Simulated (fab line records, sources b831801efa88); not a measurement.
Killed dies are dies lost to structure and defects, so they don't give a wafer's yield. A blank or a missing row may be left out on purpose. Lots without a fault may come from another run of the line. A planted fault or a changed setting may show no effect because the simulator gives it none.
Chamber matching | flow sky130 | SKY_VIA4_ETCH_12 on rie_diel-04: 4 sister chambers
The step etches SiO2 in C4F8/O2/Ar, stops on TiN, target depth 580 nm. 8 wafers are shown with their chamber, then 7 later ones without.

WAFERS WITH THEIR CHAMBER
wafer  | chamber | oes_product_au (a.u.)
L351.3 | 3       | 0.921
L353.3 | 0       | 0.924
L353.6 | 2       | 0.930
L354.3 | 1       | 0.924
L354.4 | 2       | 0.922
L354.6 | 0       | 0.918
L356.2 | 1       | 0.926
L356.3 | 3       | 0.921

WAFERS WITHOUT THEIR CHAMBER
wafer  | oes_product_au (a.u.)
L356.4 | 0.927
L371.3 | 0.926
L371.5 | 0.919
L371.6 | 0.923
L373.1 | 0.923
L373.3 | 0.928
L373.6 | 0.929

WHICH CHAMBER EACH WENT THROUGH
wafer  | from the rows above               | in truth
L356.4 | can't be placed: 2 or 1 or 0 or 3 | 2
L371.3 | can't be placed: 2 or 1 or 0 or 3 | 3
L371.5 | can't be placed: 0 or 3 or 1 or 2 | 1
L371.6 | can't be placed: 0 or 1 or 3 or 2 | 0
L373.1 | can't be placed: 0 or 1 or 3 or 2 | 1
L373.3 | can't be placed: 2 or 1 or 0 or 3 | 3
L373.6 | can't be placed: 2 or 1 or 0 or 3 | 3
Placed correctly: 0 of 7. Can't be placed from these rows: 7 (the true chamber is among the candidates in 7). Placed wrongly: 0.
How it was worked out, from the rows above alone: a wafer's distance from a chamber is the root of the sum, over the readings, of the square of ((its reading less the chamber's mean) divided by the reading's scatter). The wafer belongs to the nearest chamber; if the next one is less than 2 further off, it can't be placed. A chamber's mean is the mean of its shown wafers. The scatter: the root of (the sum of the squares of (reading less its chamber's mean) over the shown wafers, divided by (wafers less chambers)).
